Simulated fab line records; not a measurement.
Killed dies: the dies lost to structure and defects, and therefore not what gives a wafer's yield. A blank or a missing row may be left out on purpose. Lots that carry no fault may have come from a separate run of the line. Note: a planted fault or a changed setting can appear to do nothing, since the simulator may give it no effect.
2 desks looking at one fault / flow sky130 / what lay behind the numbers comes last; until then each desk has only its own

## FROM THE METROLOGY DESK
Lot by lot, what the gauges showed, no matter which tool ran the lot: averages of those sampled wafers that carry a number. If a lot's mean is further than 4 standard deviations from the usual mean, the lot is out of limits and carries the mark OUT (the distance appears in the brackets).
Columns: A = FIELD_ISO_CVD_03_THK at SKY_FIELD_ISO_THK_MEAS_04, usual 165.0 nm; B = FIELD_ISO_OXIDATION_01_THK at SKY_FIELD_ISO_THK_MEAS_23, usual 9.90 nm; C = PWDE_TW at SKY_PWDE_TW_MEAS_10, usual 374
lot=L411; first seen here=day 1 16:02; A=166.9; B=9.93; C=372
lot=L412; first seen here=day 1 18:55; A=167.1; B=9.94; C=373
lot=L415; first seen here=day 2 11:25; A=165.6; B=9.97; C=371
lot=L417; first seen here=day 3 02:44; A=162.3; B=10.08; C=373
lot=L419; first seen here=day 3 06:48; A=165.8; B=10.16; C=378
lot=L421; first seen here=day 3 17:23; A=163.7; B=9.73; C=368
lot=L423; first seen here=day 4 02:21; A=165.9; B=9.65; C=373
lot=L426; first seen here=day 4 17:47; A=165.9; B=10.18; C=372
lot=L427; first seen here=day 4 23:47; A=163.4; B=9.91; C=373
lot=L428; first seen here=day 5 03:50; A=165.6; B=9.69; C=376
lot=L429; first seen here=day 5 08:10; A=165.0; B=9.47; C=372
lot=L432; first seen here=day 5 22:50; A=165.0; B=10.10; C=374
lot=L433; first seen here=day 6 03:42; A=165.1; B=10.08; C=370
lot=L434; first seen here=day 6 12:13; A=164.0; B=10.00; C=372
Finding of this desk: none of the 14 lots has anything out of limits.

## FOR THE TOOL OWNER'S DESK: wet-bench-01
The tool's own readings at SKY_FIELD_ISO_WET_ETCH_18 (etches Si3N4 in H3PO4, target depth 25 nm, time 286 s): means of the sampled wafers that have a number, for each lot that ran on this tool. If a lot's mean is further than 4 standard deviations from the usual mean, the lot is out of limits and carries the mark OUT (the distance appears in the brackets).
Columns: A = run-length-s at SKY_FIELD_ISO_WET_ETCH_18, usual 313.2 s
lot=L415; first seen here=day 3 02:19; A=312.4
lot=L423; first seen here=day 4 19:52; A=320.5
lot=L426; first seen here=day 5 11:19; A=59.2 (-85) OUT
lot=L428; first seen here=day 5 22:36; A=57.0 (-85) OUT
Finding of this desk: L426, L428 out of limits; the first was L426 at day 5 11:19, on run-length-s at SKY_FIELD_ISO_WET_ETCH_18. L415, L423 stayed within limits.

## ALL TOGETHER
An alarm could have come from the tool owner's desk at day 5 11:19, on L426, L428.
Nothing out of limits was seen by the metrology desk.
The metrology desk holds a record of L426, L428, inside its limits.
Of the lots named, all ran SKY_FIELD_ISO_WET_ETCH_18 on wet-bench-01.

## WHAT THE SIMULATOR HAD INSERTED
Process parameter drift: wet-bench-01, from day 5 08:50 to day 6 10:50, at SKY_FIELD_ISO_WET_ETCH_18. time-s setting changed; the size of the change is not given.
Lots struck among those shown: L426, L428.
Delay in hours, fault start to first out-of-limits reading, by desk: the tool owner's desk at 2.
